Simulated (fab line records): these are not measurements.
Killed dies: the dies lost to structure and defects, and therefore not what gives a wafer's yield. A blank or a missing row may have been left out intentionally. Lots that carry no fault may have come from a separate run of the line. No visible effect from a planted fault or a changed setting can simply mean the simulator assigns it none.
Chamber matching :: flow sky130 :: SKY_VIA3_ETCH_15 on rie_diel-02: 4 sister chambers
The step etches SiO2 in C4F8/O2/Ar, stops on TiN, target depth 507 nm, time 78 s. 16 wafers are shown with their chamber, then 8 later ones without.

== WAFERS, EACH WITH ITS CHAMBER ==
wafer: L078.1
chamber: 1
oes_product_au (a.u.): 0.944

wafer: L078.2
chamber: 2
oes_product_au (a.u.): 0.943

wafer: L078.3
chamber: 0
oes_product_au (a.u.): 0.936

wafer: L078.4
chamber: 1
oes_product_au (a.u.): 0.951

wafer: L078.5
chamber: 0
oes_product_au (a.u.): 0.948

wafer: L078.6
chamber: 2
oes_product_au (a.u.): 0.952

wafer: L081.1
chamber: 3
oes_product_au (a.u.): 0.945

wafer: L081.3
chamber: 0
oes_product_au (a.u.): 0.946

wafer: L081.5
chamber: 0
oes_product_au (a.u.): 0.948

wafer: L084.1
chamber: 2
oes_product_au (a.u.): 0.952

wafer: L084.4
chamber: 1
oes_product_au (a.u.): 0.944

wafer: L084.6
chamber: 3
oes_product_au (a.u.): 0.945

wafer: L086.4
chamber: 1
oes_product_au (a.u.): 0.938

wafer: L086.5
chamber: 2
oes_product_au (a.u.): 0.950

wafer: L086.6
chamber: 0
oes_product_au (a.u.): 0.953

wafer: L091.1
chamber: 1
oes_product_au (a.u.): 0.949

SIGNATURES (averages over the wafers above)
reading: oes_product_au
chamber 0: 0.94620
chamber 1: 0.94520
chamber 2: 0.94925
chamber 3: 0.94500
scatter within a chamber: 0.00512
Rule: for each reading, subtract the chamber's mean from the wafer's reading, divide by that reading's scatter and square the result; add these up over the readings and take the root, which gives the wafer's distance from the chamber. The wafer belongs to the nearest chamber; if the next one is less than 2 further off, it can't be placed. The scatter: the root of (the sum of the squares of (reading less its chamber's mean) over the shown wafers, divided by (wafers less chambers)).

== WAFERS WITHOUT THEIR CHAMBER ==
wafer: L091.2
oes_product_au (a.u.): 0.952

wafer: L091.4
oes_product_au (a.u.): 0.945

wafer: L094.1
oes_product_au (a.u.): 0.939

wafer: L094.2
oes_product_au (a.u.): 0.941

wafer: L094.3
oes_product_au (a.u.): 0.946

wafer: L094.4
oes_product_au (a.u.): 0.943

wafer: L094.5
oes_product_au (a.u.): 0.940

wafer: L094.6
oes_product_au (a.u.): 0.945

== WHICH CHAMBER EACH WENT THROUGH ==
wafer: L091.2
from the rows above: can't be placed: 2 or 0 or 1 or 3
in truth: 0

wafer: L091.4
from the rows above: can't be placed: 3 or 1 or 0 or 2
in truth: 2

wafer: L094.1
from the rows above: can't be placed: 3 or 1 or 0 or 2
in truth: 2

wafer: L094.2
from the rows above: can't be placed: 3 or 1 or 0 or 2
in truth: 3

wafer: L094.3
from the rows above: can't be placed: 0 or 1 or 3 or 2
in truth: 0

wafer: L094.4
from the rows above: can't be placed: 3 or 1 or 0 or 2
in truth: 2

wafer: L094.5
from the rows above: can't be placed: 3 or 1 or 0 or 2
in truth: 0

wafer: L094.6
from the rows above: can't be placed: 3 or 1 or 0 or 2
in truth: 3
0 of 8 placed correctly. Can't be placed from these rows: 8 (the true chamber is among the candidates in 8). Wrongly placed: 0.
